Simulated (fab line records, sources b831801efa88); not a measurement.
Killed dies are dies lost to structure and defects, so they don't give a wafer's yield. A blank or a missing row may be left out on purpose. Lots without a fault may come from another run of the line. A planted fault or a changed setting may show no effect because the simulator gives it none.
Which tool did it? | flow gf180mcu | 7 lots, 21 wafers sampled, at 2 steps of a route of 602

WHAT THE GAUGES READ, wafer by wafer
GF_HV_LDD_OVL_MEAS_47.
lot  | measured     | on         | HV_LDD_03_OVL (nm)
L828 | day 12 17:32 | overlay-02 | -2.0 -2.4 -1.6
L830 | day 13 05:11 | overlay-02 | -0.5 -1.0 -0.6
L835 | day 15 05:44 | overlay-01 | 244.6 243.4 243.8 244.2 243.5 243.5
L837 | day 15 18:20 | overlay-02 | -0.7 0.6 0.0
L840 | day 16 18:14 | overlay-02 | 0.2 -1.4 0.1
L844 | day 18 07:50 | overlay-02 | -2.2 -0.5 -0.3
L849 | day 19 21:36 | overlay-02 | 1.7 2.1 3.0

WHICH TOOL RAN EACH LOT (tool, then ch and the chambers of the sampled wafers, then the start)
lot  | GF_HV_LDD_EXPOSE_43
L828 | iline_stepper-02 ch 0, day 12 07:22
L830 | iline_stepper-01 ch 0, day 12 19:44
L835 | iline_stepper-02 ch 0, day 14 19:32
L837 | iline_stepper-01 ch 0, day 15 07:41
L840 | iline_stepper-01 ch 0, day 16 06:53
L844 | iline_stepper-01 ch 0, day 17 20:28
L849 | iline_stepper-01 ch 0, day 19 09:33
- GF_HV_LDD_EXPOSE_43: exposes mask Pplus HV AREA, target cd 400 nm.

THE ANSWER, worked out from the rows above alone
Rule: what is usual is taken from the lots themselves. Put in order of their means at a reading, lots are off if they are a third of the lots or fewer, leave a main group of 4 or more, and stand apart from it by a gap of 3 or more times the standard deviation of the main group's means; of several such gaps the widest counts. A main group whose means are all the same, to the digits that the tables above print for the reading, isn't used. A lot without any number at a reading at which 4 lots or more have one is off too. The other lots that the step has rows for count as sound.
Off: L835, at GF_HV_LDD_OVL_MEAS_47 (HV_LDD_03_OVL). The main group: mean -0.3 nm, standard deviation 1.3.
A tool fits if, at a process step before that reading, it ran every lot that is off, and no sound lot after the first of them. The gauges at GF_HV_LDD_OVL_MEAS_47 are tried like those tools. Can't be told from this: 2 tools fit, iline_stepper-02 at GF_HV_LDD_EXPOSE_43, overlay-01 at GF_HV_LDD_OVL_MEAS_47.

WHAT THE SIMULATOR HAD PUT IN
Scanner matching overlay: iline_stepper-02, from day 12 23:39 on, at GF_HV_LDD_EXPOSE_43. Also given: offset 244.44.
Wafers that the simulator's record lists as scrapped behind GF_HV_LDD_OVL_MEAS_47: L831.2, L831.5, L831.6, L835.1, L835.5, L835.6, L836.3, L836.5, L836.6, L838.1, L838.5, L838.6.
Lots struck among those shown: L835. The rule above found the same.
